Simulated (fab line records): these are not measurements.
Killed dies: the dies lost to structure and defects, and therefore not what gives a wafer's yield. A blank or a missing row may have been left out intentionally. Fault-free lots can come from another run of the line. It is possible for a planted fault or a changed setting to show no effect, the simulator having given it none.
Comparing a struck lot with a sound one -- flow sky130 -- 14 steps out of a route of 708
Sound: wafers L152.1, L152.3, L152.4. Struck: wafers L150.1, L150.2, L150.4. At the end, the cause is stated.
For every step that has rows: the tool of each side, followed by ch and its chambers, followed by its first start. Under that, the readings that differ: sound wafers -- struck wafers -- difference of the means -- sigmas: that difference in standard deviations of wafers without a fault.
alike: a reading whose means differ by less than 2 such deviations, as well as words and numbers matching on both sides. not compared: withheld readings; readings where some wafer has no value; bounds like >300 that might hide an equal value; numbers whose values overlap and for which the record gives no deviation.
Wherever a step has rows on one side only, a row that says differs or no value, or a row with sigmas, the two part there. When numbers do not overlap yet have no deviation, they are printed without sigmas and do not part them. Lack of a reading on every wafer of one side parts them only where that side has two or more wafers.

first, 6 steps without rows for these wafers: SKY_DNWELL_COAT_02 (resist thk 3000 nm); SKY_DNWELL_SOFTBAKE_03; SKY_DNWELL_EXPOSE_04 (exposes mask DNM, target cd 3000 nm); SKY_DNWELL_PEB_05; SKY_DNWELL_DEVELOP_06 (develop time 60 s); SKY_DNWELL_IMPLANT_07.
SKY_DNWELL_STRIP_08: strips in O2/N2.
  sound on plasma-asher-03 ch 0,1, day 6 01:07; struck on plasma-asher-02 ch 0,1, day 5 16:13
  alike: drypump-motor-current-A, oes-product-au, strip-time-to-endpoint-s
  not compared: rf-hours-counter-h
SKY_DNWELL_TW_MEAS_09:
  sound on film-metro-01 at day 6 01:13; struck on film-metro-02 at day 5 16:19
  alike: DNWELL_TW
then, 4 steps without rows for these wafers: SKY_PWDE_DEHYDRATE_00 (time 60 s); SKY_PWDE_HMDS_01 (prime time 60 s); SKY_PWDE_COAT_02 (resist thk 3000 nm); SKY_PWDE_SOFTBAKE_03.
SKY_PWDE_EXPOSE_04: exposes mask PWDEM, target cd 840 nm.
  sound on iline-stepper-01 ch 0, day 6 10:10; struck on iline-stepper-01, day 6 01:32
  no value came back on the struck wafers for exposure-dose-mJ-cm2, focus-offset-nm (nm), stage-vel-mm-s (mm/s); on the sound wafers exposure-dose-mJ-cm2 reads 213.87 213.91 214.39
  alike: mask
following that, these wafers have no rows for 1 step: SKY_PWDE_PEB_05.

== WHERE THEY PART ==
Within this record, at SKY_PWDE_EXPOSE_04 only.

WHY: whatever the simulator had introduced
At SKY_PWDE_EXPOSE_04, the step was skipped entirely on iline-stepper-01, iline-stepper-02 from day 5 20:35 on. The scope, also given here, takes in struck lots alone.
